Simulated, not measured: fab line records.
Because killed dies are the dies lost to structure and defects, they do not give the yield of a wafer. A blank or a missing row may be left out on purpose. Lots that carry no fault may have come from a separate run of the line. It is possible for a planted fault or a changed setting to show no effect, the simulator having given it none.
Which tool was responsible? :: flow sky130 :: 13 lots with 39 wafers sampled at 5 steps, on a route of 708 steps

## WHAT THE GAUGES SHOWED, per wafer
SKY_VIA3_THK_MEAS_01.
lot: L525
measured: day 38 13:10
on: filmMetro-04
VIA3_HDPCVD_THK (nm): 1607 1619 1625

lot: L526
measured: day 38 15:25
on: filmMetro-03
VIA3_HDPCVD_THK (nm): 1595 1608 1627

lot: L527
measured: day 38 23:24
on: filmMetro-04
VIA3_HDPCVD_THK (nm): 1623 1630 1601

lot: L528
measured: day 39 03:22
on: filmMetro-02
VIA3_HDPCVD_THK (nm): 1628 1614 1618

lot: L529
measured: day 39 14:58
on: filmMetro-02
VIA3_HDPCVD_THK (nm): 1637 1642 1642

lot: L530
measured: day 40 01:22
on: filmMetro-03
VIA3_HDPCVD_THK (nm): 1606 1631 1619

lot: L532
measured: day 40 15:58
on: filmMetro-04
VIA3_HDPCVD_THK (nm): 1620 1598 1615

lot: L533
measured: day 41 09:32
on: filmMetro-04
VIA3_HDPCVD_THK (nm): 1616 1627 1618

lot: L534
measured: day 41 10:47
on: filmMetro-04
VIA3_HDPCVD_THK (nm): 1630 1125 1135

lot: L536
measured: day 42 00:05
on: filmMetro-03
VIA3_HDPCVD_THK (nm): 1610 1621 1621

lot: L542
measured: day 43 16:21
on: filmMetro-02
VIA3_HDPCVD_THK (nm): 1623 1626 1616

lot: L543
measured: day 43 18:46
on: filmMetro-03
VIA3_HDPCVD_THK (nm): 1612 1620 1603

lot: L548
measured: day 44 23:46
on: filmMetro-03
VIA3_HDPCVD_THK (nm): 1626 1567 1616

## EACH LOT AND THE TOOL THAT RAN IT (in order: tool; ch and the chambers of the sampled wafers; start)
lot: L525
SKY_LDD_LDN_STRIP_12: plasmaAsher-04 ch 0,1, day 22 21:08
SKY_POLY_CUT_ETCH_11: rieDiel-03 ch 0,3, day 24 04:40
SKY_LI_CONTACT_SPUTTER_20: pvdSputter-01, day 29 03:08
SKY_VIA3_HDPCVD_00: hdpcvd-02 ch 0,1,2, day 38 13:00

lot: L526
SKY_LDD_LDN_STRIP_12: plasmaAsher-01 ch 0,1, day 23 03:19
SKY_POLY_CUT_ETCH_11: rieDiel-02 ch 1,2,3, day 24 10:02
SKY_LI_CONTACT_SPUTTER_20: pvdSputter-04, day 29 09:04
SKY_VIA3_HDPCVD_00: hdpcvd-01 ch 0,1,2, day 38 15:19

lot: L527
SKY_LDD_LDN_STRIP_12: plasmaAsher-03 ch 0,1, day 23 11:47
SKY_POLY_CUT_ETCH_11: rieDiel-02 ch 1,2,3, day 24 19:02
SKY_LI_CONTACT_SPUTTER_20: pvdSputter-04, day 29 15:04
SKY_VIA3_HDPCVD_00: hdpcvd-02 ch 1,2, day 38 23:14

lot: L528
SKY_LDD_LDN_STRIP_12: plasmaAsher-01 ch 0,1, day 23 15:08
SKY_POLY_CUT_ETCH_11: rieDiel-03 ch 1,2,3, day 24 22:13
SKY_LI_CONTACT_SPUTTER_20: pvdSputter-04, day 29 19:10
SKY_VIA3_HDPCVD_00: hdpcvd-01 ch 0,1, day 39 03:13

lot: L529
SKY_LDD_LDN_STRIP_12: plasmaAsher-04 ch 0,1, day 24 07:11
SKY_POLY_CUT_ETCH_11: rieDiel-02 ch 0,1,3, day 25 15:08
SKY_LI_CONTACT_SPUTTER_20: pvdSputter-01, day 30 11:55
SKY_VIA3_HDPCVD_00: hdpcvd-02 ch 0,2, day 39 14:47

lot: L530
SKY_LDD_LDN_STRIP_12: plasmaAsher-03 ch 1, day 24 19:14
SKY_POLY_CUT_ETCH_11: rieDiel-04 ch 2,3, day 26 02:31
SKY_LI_CONTACT_SPUTTER_20: pvdSputter-01, day 30 21:52
SKY_VIA3_HDPCVD_00: hdpcvd-01 ch 0,1, day 40 01:11

lot: L532
SKY_LDD_LDN_STRIP_12: plasmaAsher-04 ch 0,1, day 25 14:04
SKY_POLY_CUT_ETCH_11: rieDiel-03 ch 1,2,3, day 26 21:02
SKY_LI_CONTACT_SPUTTER_20: pvdSputter-01, day 31 15:28
SKY_VIA3_HDPCVD_00: hdpcvd-02 ch 0,1, day 40 15:46

lot: L533
SKY_LDD_LDN_STRIP_12: plasmaAsher-01 ch 0,1, day 25 18:02
SKY_POLY_CUT_ETCH_11: rieDiel-02 ch 0,1,3, day 27 00:58
SKY_LI_CONTACT_SPUTTER_20: pvdSputter-03, day 31 19:31
SKY_VIA3_HDPCVD_00: hdpcvd-01 ch 0,2, day 41 09:22

lot: L534
SKY_LDD_LDN_STRIP_12: plasmaAsher-01 ch 0,1, day 26 07:38
SKY_POLY_CUT_ETCH_11: rieDiel-02 ch 1,3, day 27 14:32
SKY_LI_CONTACT_SPUTTER_20: pvdSputter-01, day 32 07:55
SKY_VIA3_HDPCVD_00: hdpcvd-02 ch 0,2, day 41 10:37

lot: L536
SKY_LDD_LDN_STRIP_12: plasmaAsher-04 ch 0,1, day 27 00:35
SKY_POLY_CUT_ETCH_11: rieDiel-03 ch 1,3, day 28 06:34
SKY_LI_CONTACT_SPUTTER_20: pvdSputter-03, day 32 23:43
SKY_VIA3_HDPCVD_00: hdpcvd-01 ch 1,2, day 41 23:55

lot: L542
SKY_LDD_LDN_STRIP_12: plasmaAsher-03 ch 0,1, day 29 01:17
SKY_POLY_CUT_ETCH_11: rieDiel-04 ch 0,1,2, day 30 11:44
SKY_LI_CONTACT_SPUTTER_20: pvdSputter-04, day 35 01:22
SKY_VIA3_HDPCVD_00: hdpcvd-01 ch 0,2, day 43 16:11

lot: L543
SKY_LDD_LDN_STRIP_12: plasmaAsher-01 ch 0,1, day 29 08:16
SKY_POLY_CUT_ETCH_11: rieDiel-02 ch 0,1,2, day 30 17:07
SKY_LI_CONTACT_SPUTTER_20: pvdSputter-03, day 35 06:49
SKY_VIA3_HDPCVD_00: hdpcvd-01 ch 0,1,2, day 43 18:35

lot: L548
SKY_LDD_LDN_STRIP_12: plasmaAsher-01 ch 0,1, day 30 16:05
SKY_POLY_CUT_ETCH_11: rieDiel-03 ch 0,2, day 31 20:50
SKY_LI_CONTACT_SPUTTER_20: pvdSputter-03, day 36 10:07
SKY_VIA3_HDPCVD_00: hdpcvd-01 ch 0,1,2, day 44 23:36
- SKY_LDD_LDN_STRIP_12: strips in O2/N2.
- SKY_POLY_CUT_ETCH_11: etches Si3N4 in CF4/CH2F2/Ar, stops on poly-Si, time 42.5 s, target depth 60 nm.
- SKY_LI_CONTACT_SPUTTER_20: material TiN, target thk 20 nm, time 80 s.
- SKY_VIA3_HDPCVD_00: deposits SiO2, target thk 1635 nm, time 272.5 s.

## AS READ BY THE TOOLS THEMSELVES (means over the sampled wafers that have a number; for cases with no such wafer, the mark the record gives instead)
SKY_LDD_LDN_STRIP_12.
lot: L525
tool: plasmaAsher-04
drypumpMotorCurrentA (A): 6.32
oesProductAu (a.u.): 0.719
stripTimeToEndpointS (s): 14.22

lot: L526
tool: plasmaAsher-01
drypumpMotorCurrentA (A): 6.19
oesProductAu (a.u.): 0.715
stripTimeToEndpointS (s): 14.18

lot: L527
tool: plasmaAsher-03
drypumpMotorCurrentA (A): 6.11
oesProductAu (a.u.): 0.716
stripTimeToEndpointS (s): 14.17

lot: L528
tool: plasmaAsher-01
drypumpMotorCurrentA (A): 6.02
oesProductAu (a.u.): 0.715
stripTimeToEndpointS (s): 14.21

lot: L529
tool: plasmaAsher-04
drypumpMotorCurrentA (A): 6.28
oesProductAu (a.u.): 0.711
stripTimeToEndpointS (s): 14.24

lot: L530
tool: plasmaAsher-03
drypumpMotorCurrentA (A): 6.16
oesProductAu (a.u.): 0.713
stripTimeToEndpointS (s): 14.19

lot: L532
tool: plasmaAsher-04
drypumpMotorCurrentA (A): 6.29
oesProductAu (a.u.): 0.721
stripTimeToEndpointS (s): 14.22

lot: L533
tool: plasmaAsher-01
drypumpMotorCurrentA (A): 6.02
oesProductAu (a.u.): 0.713
stripTimeToEndpointS (s): 14.18

lot: L534
tool: plasmaAsher-01
drypumpMotorCurrentA (A): 6.19
oesProductAu (a.u.): 0.717
stripTimeToEndpointS (s): 14.16

lot: L536
tool: plasmaAsher-04
drypumpMotorCurrentA (A): 6.27
oesProductAu (a.u.): 0.714
stripTimeToEndpointS (s): 14.16

lot: L542
tool: plasmaAsher-03
drypumpMotorCurrentA (A): 6.03
oesProductAu (a.u.): 0.717
stripTimeToEndpointS (s): 14.17

lot: L543
tool: plasmaAsher-01
drypumpMotorCurrentA (A): 6.01
oesProductAu (a.u.): 0.718
stripTimeToEndpointS (s): 14.10

lot: L548
tool: plasmaAsher-01
drypumpMotorCurrentA (A): 6.00
oesProductAu (a.u.): 0.718
stripTimeToEndpointS (s): 14.19

SKY_POLY_CUT_ETCH_11.
lot: L525
tool: rieDiel-03
drypumpMotorCurrentA (A): 5.9
oesProductAu (a.u.): 0.829
throttleValvePct (%): 14.999

lot: L526
tool: rieDiel-02
drypumpMotorCurrentA (A): 5.2
oesProductAu (a.u.): 0.825
throttleValvePct (%): 15.001

lot: L527
tool: rieDiel-02
drypumpMotorCurrentA (A): 5.2
oesProductAu (a.u.): 0.830
throttleValvePct (%): 14.993

lot: L528
tool: rieDiel-03
drypumpMotorCurrentA (A): 5.8
oesProductAu (a.u.): 0.832
throttleValvePct (%): 14.996

lot: L529
tool: rieDiel-02
drypumpMotorCurrentA (A): 5.3
oesProductAu (a.u.): 0.834
throttleValvePct (%): 14.998

lot: L530
tool: rieDiel-04
drypumpMotorCurrentA (A): 5.9
oesProductAu (a.u.): 0.835
throttleValvePct (%): 14.984

lot: L532
tool: rieDiel-03
drypumpMotorCurrentA (A): 5.8
oesProductAu (a.u.): 0.829
throttleValvePct (%): 15.005

lot: L533
tool: rieDiel-02
drypumpMotorCurrentA (A): 5.2
oesProductAu (a.u.): 0.827
throttleValvePct (%): 14.995

lot: L534
tool: rieDiel-02
drypumpMotorCurrentA (A): 4.9
oesProductAu (a.u.): 0.821
throttleValvePct (%): 14.985

lot: L536
tool: rieDiel-03
drypumpMotorCurrentA (A): 5.8
oesProductAu (a.u.): 0.826
throttleValvePct (%): 14.991

lot: L542
tool: rieDiel-04
drypumpMotorCurrentA (A): 5.6
oesProductAu (a.u.): 0.821
throttleValvePct (%): 14.992

lot: L543
tool: rieDiel-02
drypumpMotorCurrentA (A): 5.4
oesProductAu (a.u.): 0.824
throttleValvePct (%): 15.001

lot: L548
tool: rieDiel-03
drypumpMotorCurrentA (A): 5.9
oesProductAu (a.u.): 0.824
throttleValvePct (%): 14.999

SKY_LI_CONTACT_SPUTTER_20.
lot: L525
tool: pvdSputter-01
cathodeDcPowerW (W): 3999.4
chamberPressurePa (Pa): 5.001
throttleValvePct (%): 29.7

lot: L526
tool: pvdSputter-04
cathodeDcPowerW (W): 3999.4
chamberPressurePa (Pa): 4.993
throttleValvePct (%): 30.5

lot: L527
tool: pvdSputter-04
cathodeDcPowerW (W): 3999.9
chamberPressurePa (Pa): 5.006
throttleValvePct (%): 31.4

lot: L528
tool: pvdSputter-04
cathodeDcPowerW (W): 3999.4
chamberPressurePa (Pa): 5.000
throttleValvePct (%): 29.3

lot: L529
tool: pvdSputter-01
cathodeDcPowerW (W): 3999.6
chamberPressurePa (Pa): 5.004
throttleValvePct (%): 28.8

lot: L530
tool: pvdSputter-01
cathodeDcPowerW (W): 3999.9
chamberPressurePa (Pa): 4.989
throttleValvePct (%): 30.2

lot: L532
tool: pvdSputter-01
cathodeDcPowerW (W): 4000.5
chamberPressurePa (Pa): 5.011
throttleValvePct (%): 30.5

lot: L533
tool: pvdSputter-03
cathodeDcPowerW (W): 3999.5
chamberPressurePa (Pa): 5.006
throttleValvePct (%): 30.6

lot: L534
tool: pvdSputter-01
cathodeDcPowerW (W): 3999.8
chamberPressurePa (Pa): 5.007
throttleValvePct (%): 30.6

lot: L536
tool: pvdSputter-03
cathodeDcPowerW (W): 4000.2
chamberPressurePa (Pa): 5.000
throttleValvePct (%): 30.3

lot: L542
tool: pvdSputter-04
cathodeDcPowerW (W): 4000.3
chamberPressurePa (Pa): 5.000
throttleValvePct (%): 31.1

lot: L543
tool: pvdSputter-03
cathodeDcPowerW (W): 4000.4
chamberPressurePa (Pa): 4.993
throttleValvePct (%): 30.7

lot: L548
tool: pvdSputter-03
cathodeDcPowerW (W): 3999.9
chamberPressurePa (Pa): 4.997
throttleValvePct (%): 29.6

## THE ANSWER, worked out from the rows above alone
Rule: the usual values come from the lots themselves. The widest of any qualifying gaps counts: lots, ordered by their means at a reading, are off when they make up no more than a third of the lots, leave a main group of 4 or more, and stand apart from it by 3 or more times the standard deviation of that group's means. The tables above print the reading to a certain number of digits; a main group whose means all agree to those digits is not used. A lot without any number at a reading at which 4 lots or more have one is off too. Where the step has rows for the other lots, those lots are counted as sound. Order of review: gauges by route order, followed by the tools' own readings, for which a lot's mean as printed above is used. The first step at which some lot is off is used, and at that step the reading that is off furthest; a lot without a number counts as furthest.
Off: L534, seen at SKY_VIA3_THK_MEAS_01 (VIA3_HDPCVD_THK). For the main group the mean is 1617 nm and the standard deviation 8.6.
A tool fits if, at a process step before that reading, it ran every lot that is off, and no sound lot after the first of them. Those tools and the gauges at SKY_VIA3_THK_MEAS_01 are tried in the same way. Can't be told from this: 3 tools fit, pvdSputter-01 at SKY_LI_CONTACT_SPUTTER_20, hdpcvd-02 at SKY_VIA3_HDPCVD_00, filmMetro-04 at SKY_VIA3_THK_MEAS_01.

## WHAT HAD BEEN PUT IN BY THE SIMULATOR
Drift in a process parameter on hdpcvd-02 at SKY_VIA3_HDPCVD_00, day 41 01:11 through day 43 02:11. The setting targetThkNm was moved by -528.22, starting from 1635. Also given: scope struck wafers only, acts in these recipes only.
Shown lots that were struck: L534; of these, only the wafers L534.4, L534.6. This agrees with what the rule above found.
